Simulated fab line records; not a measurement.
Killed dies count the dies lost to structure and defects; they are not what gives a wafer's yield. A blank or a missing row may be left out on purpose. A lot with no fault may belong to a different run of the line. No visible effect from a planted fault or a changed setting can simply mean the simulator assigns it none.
Which tool was responsible? + flow sky130 + 13 lots with 39 wafers sampled at 4 steps, on a route of 708 steps

== WHAT THE GAUGES READ, wafer by wafer ==
SKY_VT_ADJUST_HVTP_TW_MEAS_11.
| lot  | measured     | on            | VT_ADJUST_HVTP_TW |
|------|--------------|---------------|-------------------|
| L586 | day 6 16:05  | film-metro-01 | 1350 1349 1353    |
| L590 | day 7 09:04  | film-metro-04 | 1365 1365 1361    |
| L591 | day 7 16:08  | film-metro-04 | 1357 1355 1354    |
| L592 | day 7 20:28  | film-metro-01 | 1344 1346 1347    |
| L593 | day 7 23:44  | film-metro-01 | 1349 1342 1344    |
| L594 | day 8 12:19  | film-metro-01 | 1341 1349 1347    |
| L595 | day 8 12:49  | film-metro-01 | 1345 1349 1349    |
| L600 | day 9 21:02  | film-metro-01 | 1344 1345 1336    |
| L605 | day 11 08:47 | film-metro-01 | 1357 1339 1342    |
| L606 | day 11 16:02 | film-metro-03 | 1375 1372 1375    |
| L607 | day 11 21:53 | film-metro-03 | 1377 1370 1380    |
| L608 | day 11 23:52 | film-metro-03 | 1372 1381 1375    |
| L609 | day 12 03:25 | film-metro-01 | 1344 1339 1339    |

SKY_VT_ADJUST_LVTN_OVL_MEAS_07.
| lot  | measured     | on         | VT_ADJUST_LVTN_OVL (nm) |
|------|--------------|------------|-------------------------|
| L586 | day 7 10:47  | overlay-01 | 1.1 -0.5 -2.5           |
| L590 | day 8 04:44  | overlay-01 | -2.1 -1.8 -1.3          |
| L591 | day 8 12:16  | overlay-01 | 0.2 -0.1 -1.2           |
| L592 | day 8 17:10  | overlay-02 | -3.2 -2.5 -1.4          |
| L593 | day 8 20:19  | overlay-02 | -2.8 -1.1 -1.3          |
| L594 | day 9 10:11  | overlay-02 | -1.5 -2.5 -2.7          |
| L595 | day 9 10:40  | overlay-01 | -0.2 0.3 -2.7           |
| L600 | day 10 19:16 | overlay-02 | -2.8 -0.7 -0.2          |
| L605 | day 12 07:41 | overlay-02 | 0.2 -2.1 -2.3           |
| L606 | day 12 15:47 | overlay-02 | 1.7 0.6 0.9             |
| L607 | day 12 21:17 | overlay-01 | 0.4 -2.2 -0.5           |
| L608 | day 12 23:43 | overlay-01 | -3.6 -1.3 -0.6          |
| L609 | day 13 03:35 | overlay-01 | -0.7 -1.5 -0.8          |

SKY_VT_ADJUST_HVTR_OVL_MEAS_08.
| lot  | measured     | on         | VT_ADJUST_HVTR_OVL (nm) |
|------|--------------|------------|-------------------------|
| L586 | day 10 02:41 | overlay-02 | 3.3 0.7 0.0             |
| L590 | day 10 22:24 | overlay-01 | -2.4 -0.4 0.1           |
| L591 | day 11 07:36 | overlay-01 | -0.1 -1.9 0.8           |
| L592 | day 11 12:39 | overlay-01 | -149.4 -151.0 -149.6    |
| L593 | day 11 15:56 | overlay-01 | -1.6 -0.2 1.0           |
| L594 | day 12 05:53 | overlay-01 | -148.9 -150.2 -149.7    |
| L595 | day 12 06:35 | overlay-01 | -148.4 -150.0 -150.0    |
| L600 | day 13 18:12 | overlay-01 | 0.1 1.4 1.7             |
| L605 | day 15 10:36 | overlay-02 | -1.4 -2.1 -1.1          |
| L606 | day 15 20:20 | overlay-02 | 0.1 0.8 -1.0            |
| L607 | day 16 00:57 | overlay-01 | -1.1 1.4 2.2            |
| L608 | day 16 04:56 | overlay-01 | 0.2 0.2 4.1             |
| L609 | day 16 08:48 | overlay-02 | 1.8 2.6 0.6             |

== WHICH TOOL RAN EACH LOT (tool, then ch and the chambers of the sampled wafers, then the start) ==
| lot  | SKY_VT_ADJUST_HVTR_EXPOSE_04        |
|------|-------------------------------------|
| L586 | iline-stepper-01 ch 0, day 9 16:00  |
| L590 | iline-stepper-02 ch 0, day 10 11:36 |
| L591 | iline-stepper-02 ch 0, day 10 19:53 |
| L592 | iline-stepper-02 ch 0, day 11 00:58 |
| L593 | iline-stepper-01 ch 0, day 11 04:19 |
| L594 | iline-stepper-02 ch 0, day 11 18:15 |
| L595 | iline-stepper-02 ch 0, day 11 18:46 |
| L600 | iline-stepper-01 ch 0, day 13 07:05 |
| L605 | iline-stepper-01 ch 0, day 14 21:27 |
| L606 | iline-stepper-01 ch 0, day 15 06:31 |
| L607 | iline-stepper-01 ch 0, day 15 12:08 |
| L608 | iline-stepper-01 ch 0, day 15 16:11 |
| L609 | iline-stepper-01 ch 0, day 15 20:11 |
- SKY_VT_ADJUST_HVTR_EXPOSE_04: exposes mask HVTRM, target cd 380 nm.

== WHAT THE TOOLS THEMSELVES READ (means of the sampled wafers that have a number; where no wafer has one, the mark that the record gives instead) ==
The record holds no such reading with a usual standard deviation.

== THE ANSWER, worked out from the rows above alone ==
Rule: what is usual is taken from the lots themselves. Put in order of their means at a reading, lots are off if they are a third of the lots or fewer, leave a main group of 4 or more, and stand apart from it by a gap of 3 or more times the standard deviation of the main group's means; of several such gaps the widest counts. Not used: any main group whose means are identical at the precision the tables above print for the reading. Also off: a lot with no number at a reading for which 4 or more lots have one. Where the step has rows for the other lots, those lots are counted as sound. The gauges are gone through in route order, then the tools' own readings, and for those a lot's mean is taken as printed above. The first step at which some lot is off is used, and at that step the reading that is off furthest; a lot without a number counts as furthest.
Off: L592, L594, L595, at SKY_VT_ADJUST_HVTR_OVL_MEAS_08 (VT_ADJUST_HVTR_OVL). The main group: mean 0.3 nm, standard deviation 1.
If a tool, at a process step before that reading, ran all the lots that are off and no sound lot after the first of them, it fits. Gauges at SKY_VT_ADJUST_HVTR_OVL_MEAS_08: tried the same way as those tools. One candidate fits, namely iline-stepper-02 at SKY_VT_ADJUST_HVTR_EXPOSE_04. A fault onset in the window from L591 (day 10 19:53, its last sound lot) to L592 (day 11 00:58, its first lot off) fits.

== WHAT THE SIMULATOR PUT IN ==
Scanner matching overlay: iline-stepper-02, from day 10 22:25 on, at SKY_VT_ADJUST_HVTR_EXPOSE_04. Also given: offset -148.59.
Struck lots among those shown: L592, L594, L595. The rule given above showed the same thing.
